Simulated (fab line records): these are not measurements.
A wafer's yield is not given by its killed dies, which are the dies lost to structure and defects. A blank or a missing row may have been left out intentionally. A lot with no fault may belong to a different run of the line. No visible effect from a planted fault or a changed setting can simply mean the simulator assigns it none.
A single fault, viewed from 2 desks | flow gf180mcu | what lay behind the numbers comes last; until then each desk has only its own

## TOOL OWNER'S DESK, lpcvd-02
The tool's own readings at GF_HV_LDD_CVD_54 (deposits SiO2 from TEOS, target thk 10 nm, time 75 s): means of the sampled wafers that have a number, for each lot that ran on this tool. A lot is out of limits, marked OUT, if its mean lies more than 4 standard deviations from the usual mean; the brackets give that distance.
Columns: A = pressure mtorr at GF_HV_LDD_CVD_54, usual 400.2 mTorr; B = spike tc centre C at GF_HV_LDD_CVD_54, usual 680.3 C; C = spike tc top C at GF_HV_LDD_CVD_54, usual 696.7 C
lot  | first seen here | A     | B     | C
L957 | day 12 05:47    | 400.1 | 680.9 | 698.9
L961 | day 13 14:15    | 400.5 | 679.7 | 697.7
L962 | day 13 20:23    | 399.6 | 680.3 | 699.5
L971 | day 16 20:24    | 399.8 | 679.2 | 697.1
L979 | day 19 21:04    | 401.8 | 681.0 | 699.5
This desk found nothing out of limits on any of the 5 lots.

## THE METROLOGY DESK
Lot by lot, what the gauges showed, no matter which tool ran the lot: averages of those sampled wafers that carry a number. A lot is out of limits, marked OUT, if its mean lies more than 4 standard deviations from the usual mean; the brackets give that distance.
Columns: A = VT_IMPLANT_2_TW at GF_VT_IMPLANT_TW_MEAS_21, usual 1207; B = POLY_GATE_OVL at GF_POLY_GATE_OVL_MEAS_11, usual -3 nm; C = HV_LDD_CVD_54_THK at GF_HV_LDD_THK_MEAS_55, usual 9.96 nm
lot  | first seen here | A    | B   | C
L957 | day 6 05:25     | 1184 | -1  | 9.89
L958 | day 6 08:48     | 1187 | 5   | 10.18
L959 | day 6 17:48     | 1211 | -2  | 10.08
L961 | day 7 04:20     | 1214 | 6   | 9.79
L962 | day 7 10:38     | 1211 | 1   | 9.87
L963 | day 7 18:31     | 1212 | -1  | 9.89
L964 | day 7 23:13     | 1212 | 8   | 9.99
L971 | day 9 19:26     | 1208 | -1  | 7.72 (-17) OUT
L974 | day 10 20:12    | 1213 | -13 | 10.11
L976 | day 11 07:32    | 1215 | -1  | 9.93
L978 | day 11 21:23    | 1217 | -6  | 10.22
L979 | day 12 02:52    | 1215 | -9  | 10.10
L980 | day 12 06:01    | 1202 | -1  | 9.84
Per this desk, out of limits: L971; the first was L971, day 16 21:26 (HV_LDD_CVD_54_THK at GF_HV_LDD_THK_MEAS_55). Within limits: L957, L958, L959, L961, L962, L963, L964, L974, L976, L978, L979, L980.

## BROUGHT TOGETHER
At day 16 21:26 the metrology desk could have sounded an alarm, on L971.
The desk of the tool owner found nothing out of limits.
On record at the tool owner's desk: L971, within its limits.
All the named lots went through GF_HV_LDD_CVD_54 on lpcvd-02.

## WHAT THE SIMULATOR HAD INSERTED
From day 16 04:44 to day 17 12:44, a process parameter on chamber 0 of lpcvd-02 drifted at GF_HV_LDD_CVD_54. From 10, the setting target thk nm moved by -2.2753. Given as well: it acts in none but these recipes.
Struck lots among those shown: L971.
Per desk, hours elapsed from the start of the fault to the first reading out of limits: for the metrology desk, 17.
